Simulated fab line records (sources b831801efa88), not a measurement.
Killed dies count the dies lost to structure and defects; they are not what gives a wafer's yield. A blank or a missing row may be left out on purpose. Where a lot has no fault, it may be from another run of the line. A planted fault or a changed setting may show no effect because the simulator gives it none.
fab line records    flow sky130
record: lots: 12  wafers: 36  lastDay: 50
route steps=708 shown LDD_N@254 LDD_HVP@287 RES_XHIGH@339 LI_CONTACT@376 PAD_OPEN@708
lots untouched by any fault: they come from a run of this same line in which no faults occurred
startH: hours from the record's opening day to when the first of the lot's shown wafers began    waitH: time in hours since the lot's previous step    " unchanged from the row above    L1.1+2: several wafers, shown together as one row    - either no value or no given start    * or withheld: withheld    < > ~ a bound
route shown NAME@n: NAME is a module with steps in the file, n the number in the route of the first one    usual: mean and standard deviation over wafers with no fault    same: alike in all rows    chamber/n: place in a boat    sites: the reading at each site    _std_site: standard deviation of those values    _edge_site: inner sites' mean taken away from outer sites' mean    radiusMm: for every site, how far away it sits from the centre of the wafer    mask NAME#n: copy n    behind: tool/chamber where the wafer was last shaped    hold: reason for holding the lot/hours on hold/outcome of the hold    device: whichever transistor did not switch (one of n, p or np)    end of line: tests of these same wafers at the route's end    for a step that has no rows: nothing shown but its recipe    killed: not the wafer's yield, but the dies lost to structure and defects at the first sort    map: a wafer's dies, marking killed ones x, the rest . and places with no die _
set.NAME: the run value of the setting; set.NAME@STEP: its run value at that earlier step    model.NAME: the simulator's own value behind a step, which no gauge read
route steps across a sampled set of lots; one table per step, one row per wafer
services: from which hour (startH, from the record's first day; less than 0 if before it) a tool's chamber was out of use, for how many hours, and why
== steps ==
step: SKY_LDD_N_TW_MEAS_17
usual: LDD_N_TW: 2577/17
lot.wafer  tool          chamber  startH  waitH  LDD_N_TW
L358.2     filmMetro-03  -        406.20  0.1    2554
L358.3     "             -        "       "      2557
L358.6     "             -        "       "      2570
L361.1     filmMetro-03  -        430.90  0.1    2569
L361.5     "             -        "       "      2554
L361.6     "             -        "       "      2544
L362.1     filmMetro-01  -        442.29  0.1    2572
L362.4     "             -        "       "      2566
L362.6     "             -        "       "      2543
L363.1     filmMetro-01  -        462.99  0.1    2554
L363.2     "             -        "       "      2573
L363.4     "             -        "       "      2570
L366.2     filmMetro-03  -        486.35  0.1    2599
L366.3     "             -        "       "      2594
L366.5     "             -        "       "      2583
L367.1     filmMetro-02  -        496.44  0.1    2591
L367.3     "             -        "       "      2571
L367.5     "             -        "       "      2581
L368.1     filmMetro-02  -        498.24  0.1    2576
L368.3     "             -        "       "      2599
L368.6     "             -        "       "      2565
L370.1     filmMetro-03  -        518.24  0.1    2600
L370.4     "             -        "       "      2587
L370.6     "             -        "       "      2583
L378.3     filmMetro-03  -        589.61  0.1    2600
L378.4     "             -        "       "      2592
L378.5     "             -        "       "      2592
L379.3     filmMetro-03  -        591.66  0.1    2597
L379.4     "             -        "       "      2612
L379.6     "             -        "       "      2598
L381.2     filmMetro-03  -        600.90  0.1    2571
L381.3     "             -        "       "      2576
L381.5     "             -        "       "      2602
L380.2     filmMetro-03  -        603.70  0.1    2598
L380.5     "             -        "       "      2587
L380.6     "             -        "       "      2596
step: SKY_LDD_HVP_STRIP_09
recipe: chemistry: O2/N2  powerW: 1400  pressureMtorr: 1500  platenTempC: withheld  o2FlowSccm: 3000  n2FlowSccm: 300  overashFraction: 0.5
usual: drypumpMotorCurrentA: 5.45/0.3  o2FlowSccm: 2999/8.4  oesProductAu: 0.408/0.0044  stripTimeToEndpointS: 4.128/0.015
lot.wafer  tool            chamber  startH  waitH  drypumpMotorCurrentA  o2FlowSccm  oesProductAu  rfHoursCounterH  stripTimeToEndpointS
L358.2     plasmaAsher-04  0        497.69  0.1    5.73                  2999        0.404         75               4.121
L358.3     "               0        "       "      5.70                  3004        0.407         -                4.139
L358.6     "               0        "       "      5.69                  3002        0.405         -                4.118
L361.1     plasmaAsher-03  0        522.44  0.1    5.61                  3012        0.413         10               4.113
L361.5     "               1        "       "      5.26                  3001        0.402         -                4.135
L361.6     "               0        "       "      5.58                  2999        0.406         -                4.132
L362.1     plasmaAsher-04  0        534.17  0.1    5.71                  2995        0.403         80               4.117
L362.4     "               1        "       "      6.07                  2976        0.404         -                4.111
L362.6     "               0        "       "      5.72                  3005        0.408         -                4.120
L363.1     plasmaAsher-02  0        554.17  0.1    5.28                  2995        0.403         75               4.089
L363.2     "               1        "       "      5.07                  2996        0.412         75               4.095
L363.4     "               1        "       "      5.07                  2999        0.408         -                4.116
L366.2     plasmaAsher-03  0        578.84  0.1    5.60                  2991        0.407         17               4.098
L366.3     "               1        "       "      5.31                  2999        0.416         -                4.103
L366.5     "               1        "       "      5.33                  3003        0.416         -                4.123
L367.1     plasmaAsher-03  1        586.87  0.1    5.30                  3009        0.409         19               4.144
L367.3     "               1        "       "      5.24                  3004        0.406         -                4.148
L367.5     "               1        "       "      5.26                  3004        0.408         -                4.166
L368.1     plasmaAsher-03  1        588.74  0.1    5.28                  2999        0.411         20               4.143
L368.3     "               0        "       "      5.59                  2998        0.408         -                4.150
L368.6     "               0        "       "      5.60                  2988        0.419         -                4.151
L370.1     plasmaAsher-03  0        610.39  0.1    5.60                  3013        0.411         23               4.124
L370.4     "               1        "       "      5.26                  3006        0.399         -                4.118
L370.6     "               0        "       "      5.57                  3002        0.411         -                4.121
L378.3     plasmaAsher-02  0        675.67  0.1    5.28                  2988        0.406         -                4.127
L378.4     "               1        "       "      5.10                  3010        0.405         -                4.126
L378.5     "               1        "       "      5.10                  2992        0.408         -                4.148
L379.3     plasmaAsher-03  1        678.20  0.1    5.27                  2995        0.412         -                4.131
L379.4     "               0        "       "      5.57                  3004        0.407         -                4.128
L379.6     "               1        "       "      5.35                  3009        0.416         -                4.148
L381.2     plasmaAsher-02  0        685.89  0.1    5.26                  2999        0.410         88               4.096
L381.3     "               0        "       "      5.28                  3008        0.412         -                4.113
L381.5     "               1        "       "      5.09                  3028        0.412         -                4.112
L380.2     plasmaAsher-02  0        688.82  0.1    5.23                  2990        0.414         88               4.110
L380.5     "               0        "       "      5.25                  3016        0.405         -                4.145
L380.6     "               1        "       "      5.07                  2989        0.402         -                4.148
step: SKY_RES_XHIGH_IMPLANT_07
recipe: species: BF2  energyKev: 20  doseCm2: 3.6e+14  tiltDeg: 0
usual: beamEnergyKeV: 20.001/0.0061  beamOnS: 36.9/1  doseIonsCm2: 3.6e+14/3.6e+11  faradayCurrentUA: 550/15
lot.wafer  tool          chamber  startH  waitH  beamEnergyKeV  beamOnS  doseIonsCm2  faradayCurrentUA
L358.2     implanter-02  0        622.63  0.1    20.001         37.6     3.597e+14    539
L358.3     "             0        "       "      19.999         35.6     3.6e+14      573
L358.6     "             0        "       "      20.006         37.5     3.592e+14    543
L361.1     implanter-03  0        642.71  0.1    20.007         39.1     3.6e+14      519
L361.5     "             0        "       "      19.998         38.0     3.603e+14    534
L361.6     "             0        "       "      19.999         39.2     3.603e+14    517
L362.1     implanter-02  0        654.25  0.1    20.001         37.1     3.602e+14    546
L362.4     "             0        "       "      19.998         35.8     3.601e+14    568
L362.6     "             0        "       "      19.997         36.7     3.599e+14    556
L363.1     implanter-03  0        674.56  0.1    19.999         37.5     3.596e+14    539
L363.2     "             0        "       "      19.994         37.8     3.598e+14    536
L363.4     "             0        "       "      20.003         36.9     3.597e+14    548
L366.2     implanter-04  0        696.48  0.1    20.001         35.6     3.602e+14    570
L366.3     "             0        "       "      19.999         36.0     3.605e+14    567
L366.5     "             0        "       "      20.003         36.4     3.597e+14    556
L367.1     implanter-04  0        706.13  0.1    20.007         35.1     3.605e+14    578
L367.3     "             0        "       "      20.002         38.2     3.6e+14      528
L367.5     "             0        "       "      20.002         36.3     3.604e+14    560
L368.1     implanter-04  0        710.26  0.1    21.028         33.6     3.599e+14    603
L368.3     "             0        "       "      21.028         34.2     3.597e+14    591
L368.6     "             0        "       "      21.035         34.0     3.599e+14    594
L370.1     implanter-04  0        726.41  0.1    21.042         34.2     3.601e+14    589
L370.4     "             0        "       "      21.038         33.8     3.602e+14    601
L370.6     "             0        "       "      21.034         34.1     3.603e+14    594
L378.3     implanter-04  0        789.40  0.1    20.002         36.1     3.598e+14    562
L378.4     "             0        "       "      20.000         35.9     3.598e+14    565
L378.5     "             0        "       "      20.006         36.6     3.597e+14    553
L379.3     implanter-03  0        792.45  0.1    20.000         36.3     3.598e+14    557
L379.4     "             0        "       "      19.997         38.0     3.597e+14    537
L379.6     "             0        "       "      20.002         37.6     3.596e+14    540
L381.2     implanter-02  0        795.43  0.1    20.010         35.9     3.593e+14    566
L381.3     "             0        "       "      20.007         37.1     3.607e+14    547
L381.5     "             0        "       "      20.008         36.1     3.597e+14    562
L380.2     implanter-04  0        800.33  0.1    20.005         35.8     3.604e+14    566
L380.5     "             0        "       "      20.000         36.5     3.601e+14    555
L380.6     "             0        "       "      19.995         37.6     3.607e+14    537
step: SKY_LI_CONTACT_ETCH_14
recipe: chemistry: N2/H2  target: BARC  ionEnergyEv: 200  sourceW: 500  biasW: 100  pressureMtorr: 30  n2FlowSccm: 100  h2FlowSccm: 200  stopOn: SiO2  timeS: 45.9  targetDepthA: 600
usual: drypumpMotorCurrentA: 5.7/0.4  oesProductAu: 0.855/0.0045  throttleValvePct: 13.225/0.0087
same: timeS: 45.9
lot.wafer  tool        chamber  startH  waitH  drypumpMotorCurrentA  oesProductAu  rfHoursCounterH  throttleValvePct
L358.2     rieDiel-04  0        680.79  0.0    6.2                   0.855         6                13.218
L358.3     "           1        "       "      5.4                   0.854         4                13.231
L358.6     "           1        "       "      5.4                   0.855         -                13.221
L361.1     rieDiel-02  0        701.36  0.0    5.7                   0.856         18               13.226
L361.5     "           0        "       "      5.7                   0.850         -                13.225
L361.6     "           1        "       "      5.5                   0.852         -                13.232
L362.1     rieDiel-04  2        712.79  0.0    6.1                   0.854         1                13.213
L362.4     "           0        "       "      6.2                   0.860         7                13.215
L362.6     "           2        "       "      6.2                   0.857         -                13.230
L363.1     rieDiel-02  0        732.79  0.0    5.7                   0.848         19               13.229
L363.2     "           2        "       "      6.0                   0.855         8                13.212
L363.4     "           3        "       "      4.8                   0.862         12               13.231
L366.2     rieDiel-04  0        753.35  0.0    6.2                   0.853         7                13.223
L366.3     "           3        "       "      5.6                   0.861         10               13.235
L366.5     "           1        "       "      5.4                   0.858         -                13.231
L367.1     rieDiel-03  0        762.79  0.0    5.7                   0.856         40               13.227
L367.3     "           3        "       "      5.6                   0.864         8                13.215
L367.5     "           2        "       "      6.1                   0.846         -                13.218
L368.1     rieDiel-02  2        766.56  0.0    6.0                   0.854         9                13.221
L368.3     "           1        "       "      5.5                   0.849         4                13.246
L368.6     "           1        "       "      5.5                   0.862         -                13.225
L370.1     rieDiel-03  2        782.26  0.0    6.1                   0.856         2                13.219
L370.4     "           2        "       "      6.1                   0.859         -                13.225
L370.6     "           1        "       "      5.7                   0.852         -                13.244
L378.3     rieDiel-02  1        844.16  0.0    5.5                   0.851         6                13.217
L378.4     "           3        "       "      4.8                   0.862         16               13.225
L378.5     "           3        "       "      4.8                   0.850         -                13.233
L379.3     rieDiel-04  2        846.86  0.0    6.1                   0.856         4                13.214
L379.4     "           0        "       "      6.2                   0.851         10               13.212
L379.6     "           0        "       "      6.2                   0.850         -                13.214
L381.2     rieDiel-03  0        850.03  0.0    5.7                   0.854         -                13.239
L381.3     "           0        "       "      5.7                   0.853         -                13.223
L381.5     "           0        "       "      5.7                   0.851         -                13.233
L380.2     rieDiel-02  1        854.26  0.0    5.5                   0.859         6                13.229
L380.5     "           3        "       "      4.8                   0.862         -                13.221
L380.6     "           2        "       "      6.0                   0.860         -                13.224
step: SKY_PAD_OPEN_PROBE_99
usual: killed_at_M0_to_M3: 44/7.2  killed_at_M4_up: 2.9/1.8  killedAtContacts: 24/5.6  killedAtFrontEnd: 15/4.2  killedAtOther: 0.4/0.71  killedDies: 86/9.2  killedOnRim: 16/3.6  killedOpen: 47/7.2  killedShort: 39/5.7
same: grossDies: 492  killedAtBackSide: 0
lot.wafer  tool       chamber  startH   waitH  killed_at_M0_to_M3  killed_at_M4_up  killedAtContacts  killedAtFrontEnd  killedAtOther  killedDies  killedOnRim  killedOpen  killedShort
L361.1     prober-01  -        1095.48  0.1    45                  5                18                19                0              87          17           51          35
L361.5     prober-01  -        1095.68  0.2    34                  1                31                11                1              78          19           44          34
L361.6     prober-01  -        1095.73  0.2    41                  0                19                16                0              76          13           41          35
L362.1     prober-02  -        1105.06  0.1    46                  2                24                13                0              85          20           36          49
L362.4     prober-02  -        1105.21  0.2    52                  3                26                16                0              97          18           46          51
L362.6     prober-02  -        1105.31  0.2    41                  1                34                19                0              95          15           52          43
L366.2     prober-02  -        1130.58  0.1    41                  4                21                12                0              78          11           43          35
L366.3     prober-02  -        1130.63  0.2    41                  1                26                15                1              84          13           45          39
L366.5     prober-02  -        1130.73  0.2    44                  4                28                9                 0              85          24           46          39
L367.1     prober-01  -        1138.97  0.1    36                  1                21                19                0              77          12           48          29
L367.3     prober-01  -        1139.07  0.2    42                  6                37                21                0              106         22           52          51
L367.5     prober-01  -        1139.17  0.2    35                  5                31                14                0              85          17           49          36
L368.1     prober-01  -        1144.57  0.1    47                  3                29                22                0              101         22           63          37
L368.3     prober-01  -        1144.67  0.2    51                  1                33                12                0              97          20           54          42
L368.6     prober-01  -        1144.82  0.2    48                  3                27                17                0              95          18           51          44
L370.1     prober-02  -        1155.22  0.1    39                  2                20                26                0              87          11           39          44
L370.4     prober-02  -        1155.37  0.2    30                  4                29                23                0              86          17           43          42
L370.6     prober-02  -        1155.47  0.2    42                  6                25                16                1              90          17           45          44
L381.2     prober-02  -        1198.23  0.1    42                  6                20                10                0              78          11           45          33
L381.3     prober-02  -        1198.28  0.2    42                  3                27                14                0              86          16           45          41
L381.5     prober-02  -        1198.38  0.2    41                  3                23                17                0              84          17           44          40
killed by level:class
L361.1 VIA2:geometricParticle:open=9 VIA1:geometricParticle:open=8 VIA3:geometricParticle:open=7 CONTACT:geometricParticle:open=6 POLY_GATE:geometricParticle:open=5 LI_CONTACT:geometricParticle:open=5 FIELD_ISO:geometricParticle:short=4 METAL3:geometricParticle:short=4
L361.5 CONTACT:geometricParticle:open=14 LOCAL_INTERCONNECT:geometricParticle:short=7 VIA2:geometricParticle:open=7 VIA1:geometricParticle:open=6 METAL2:geometricParticle:short=5 FIELD_ISO:geometricParticle:open=4 LI_CONTACT:geometricParticle:open=4 METAL3:geometricParticle:short=4
L361.6 VIA3:geometricParticle:open=12 LI_CONTACT:geometricParticle:open=8 VIA1:geometricParticle:short=8 POLY_GATE:geometricParticle:short=7 VIA1:geometricParticle:open=7 METAL1:geometricParticle:short=4 POLY_GATE:geometricParticle:open=3 LI_CONTACT:geometricParticle:short=3
L362.1 LI_CONTACT:geometricParticle:open=9 VIA1:geometricParticle:short=8 METAL2:geometricParticle:short=7 CONTACT:geometricParticle:short=6 VIA1:geometricParticle:open=6 METAL3:geometricParticle:short=6 POLY_GATE:geometricParticle:open=5 POLY_GATE:geometricParticle:short=5
L362.4 VIA1:geometricParticle:open=14 CONTACT:geometricParticle:open=12 VIA1:geometricParticle:short=9 METAL2:geometricParticle:short=6 CONTACT:geometricParticle:short=5 METAL1:geometricParticle:short=5 VIA3:geometricParticle:open=5 POLY_GATE:geometricParticle:open=4
L362.6 VIA1:geometricParticle:open=16 CONTACT:geometricParticle:short=13 CONTACT:geometricParticle:open=13 LI_CONTACT:geometricParticle:open=7 METAL1:geometricParticle:short=6 FIELD_ISO:geometricParticle:short=5 FIELD_ISO:geometricParticle:open=5 VIA2:geometricParticle:open=5
L366.2 VIA1:geometricParticle:open=11 CONTACT:geometricParticle:open=8 VIA1:geometricParticle:short=6 POLY_GATE:geometricParticle:short=4 LI_CONTACT:geometricParticle:open=4 VIA3:geometricParticle:open=4 METAL2:geometricParticle:short=4 VIA2:geometricParticle:open=4
L366.3 CONTACT:geometricParticle:open=10 VIA1:geometricParticle:short=8 VIA3:geometricParticle:open=8 VIA1:geometricParticle:open=7 LI_CONTACT:geometricParticle:open=7 FIELD_ISO:geometricParticle:open=5 METAL2:geometricParticle:short=5 METAL1:geometricParticle:short=3
L366.5 VIA1:geometricParticle:open=15 CONTACT:geometricParticle:open=10 LI_CONTACT:geometricParticle:open=8 VIA1:geometricParticle:short=8 CONTACT:geometricParticle:short=7 METAL3:geometricParticle:short=7 FIELD_ISO:geometricParticle:short=3 VIA3:geometricParticle:open=3
L367.1 VIA3:geometricParticle:open=9 CONTACT:geometricParticle:open=9 VIA1:geometricParticle:open=6 VIA2:geometricParticle:open=6 FIELD_ISO:geometricParticle:short=5 FIELD_ISO:geometricParticle:open=5 POLY_GATE:geometricParticle:short=5 LOCAL_INTERCONNECT:geometricParticle:short=4
L367.3 CONTACT:geometricParticle:open=18 CONTACT:geometricParticle:short=8 VIA1:geometricParticle:open=8 LI_CONTACT:geometricParticle:open=6 METAL2:geometricParticle:short=6 VIA3:geometricParticle:open=5 METAL4:geometricParticle:short=5 METAL3:geometricParticle:short=4
L367.5 CONTACT:geometricParticle:open=12 CONTACT:geometricParticle:short=8 VIA2:geometricParticle:open=7 LI_CONTACT:geometricParticle:open=6 VIA3:geometricParticle:open=6 VIA1:geometricParticle:open=6 POLY_GATE:geometricParticle:short=5 METAL1:geometricParticle:short=4
L368.1 VIA2:geometricParticle:open=14 LI_CONTACT:geometricParticle:open=11 METAL1:geometricParticle:short=11 VIA3:geometricParticle:open=9 VIA1:geometricParticle:open=7 LOCAL_INTERCONNECT:geometricParticle:short=6 CONTACT:geometricParticle:open=6 FIELD_ISO:geometricParticle:open=4
L368.3 VIA1:geometricParticle:open=17 METAL2:geometricParticle:short=11 CONTACT:geometricParticle:open=7 VIA3:geometricParticle:open=7 LI_CONTACT:geometricParticle:open=6 LOCAL_INTERCONNECT:geometricParticle:short=6 LI_CONTACT:geometricParticle:short=5 CONTACT:geometricParticle:short=5
L368.6 VIA3:geometricParticle:open=11 POLY_GATE:geometricParticle:open=7 LI_CONTACT:geometricParticle:open=7 CONTACT:geometricParticle:open=7 VIA1:geometricParticle:open=7 VIA2:geometricParticle:short=7 METAL2:geometricParticle:short=6 CONTACT:geometricParticle:short=5
L370.1 VIA1:geometricParticle:open=9 POLY_GATE:geometricParticle:short=7 CONTACT:geometricParticle:short=6 VIA3:geometricParticle:open=6 VIA3:geometricParticle:short=5 POLY_GATE:geometricParticle:open=4 LI_CONTACT:geometricParticle:open=4 METAL1:geometricParticle:short=4
L370.4 CONTACT:geometricParticle:open=8 VIA1:geometricParticle:open=8 FIELD_ISO:geometricParticle:open=6 LI_CONTACT:geometricParticle:open=6 LOCAL_INTERCONNECT:geometricParticle:short=6 VIA2:geometricParticle:open=6 FIELD_ISO:geometricParticle:short=5 POLY_GATE:geometricParticle:short=5
L370.6 CONTACT:geometricParticle:open=13 VIA1:geometricParticle:open=10 METAL1:geometricParticle:short=9 VIA2:geometricParticle:open=8 LOCAL_INTERCONNECT:geometricParticle:short=7 VIA3:geometricParticle:open=6 METAL4:geometricParticle:short=6 FIELD_ISO:geometricParticle:short=4
L381.2 VIA3:geometricParticle:open=10 CONTACT:geometricParticle:open=8 VIA1:geometricParticle:open=7 VIA2:geometricParticle:open=6 METAL1:geometricParticle:short=5 METAL4:geometricParticle:short=5 POLY_GATE:geometricParticle:short=4 LI_CONTACT:geometricParticle:open=4
L381.3 VIA3:geometricParticle:open=11 CONTACT:geometricParticle:open=10 CONTACT:geometricParticle:short=7 METAL1:geometricParticle:short=7 POLY_GATE:geometricParticle:open=5 LI_CONTACT:geometricParticle:open=5 METAL2:geometricParticle:short=5 VIA2:geometricParticle:short=4
L381.5 VIA3:geometricParticle:open=9 CONTACT:geometricParticle:open=9 FIELD_ISO:geometricParticle:short=6 VIA1:geometricParticle:open=6 LI_CONTACT:geometricParticle:short=5 POLY_GATE:geometricParticle:short=4 LI_CONTACT:geometricParticle:open=4 VIA2:geometricParticle:open=4
== services ==
tool            chamber  startH  hours  kind
rieDiel-02      -        477.99  2.8    pm
rieDiel-03      2        479.15  3.3    repair
implanter-03    -        481.39  6.9    repair
implanter-04    -        516.78  2.9    pm
rieDiel-02      0        542.87  12.0   repair
plasmaAsher-02  -        546.82  2.8    pm
plasmaAsher-02  -        577.61  15.6   pm
rieDiel-02      -        612.70  0.5    repair
rieDiel-04      1        614.53  16.7   repair
rieDiel-04      1        647.30  4.7    repair
rieDiel-04      2        651.20  4.1    repair
implanter-04    -        671.37  1.6    repair
implanter-04    -        672.57  7.1    repair
rieDiel-04      2        678.13  5.8    repair
implanter-04    -        690.95  5.3    pm
rieDiel-04      0        713.39  4.2    repair
plasmaAsher-02  -        743.40  3.0    repair
rieDiel-02      0        748.40  12.2   repair
rieDiel-02      1        782.98  27.2   repair
rieDiel-02      3        801.54  3.1    repair
rieDiel-04      1        807.44  2.5    repair
implanter-04    -        825.81  28.4   pm
plasmaAsher-02  -        827.59  0.6    repair
rieDiel-04      3        853.60  5.3    repair
== key ==
firstSign: step: SKY_RES_XHIGH_IMPLANT_07  reading: beamEnergyKeV  direction: up  sigmas: 99+  usual: *  struck: *
effect: step: SKY_RES_XHIGH_IMPLANT_07  reading: faradayCurrentUA  direction: up  sigmas: 3  usual: 550  struck: 595
metAt SKY_RES_XHIGH_IMPLANT_07
struckLots L368,L370
testerLeftOut L368,L370
notActingAt SKY_LDD_N_TW_MEAS_17,SKY_LDD_HVP_STRIP_09,SKY_LI_CONTACT_ETCH_14
onsetBetween 706.13 710.26
fault: kind: processParameterDrift  tool: implanter-04  chamber: -  onsetH: 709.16  steps: SKY_RES_XHIGH_IMPLANT_07  channel: energyKev  offset: *  shape: step  endH: 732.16  actsIn: *  stated: *
testerLeftOut: of these lots the tester's yield and bins aren't shown, on N5 and GAA mostly nor the transistor test; their killed dies are dies lost to structure and defects alone, not to doping, threshold or leakage, so they don't give the yield
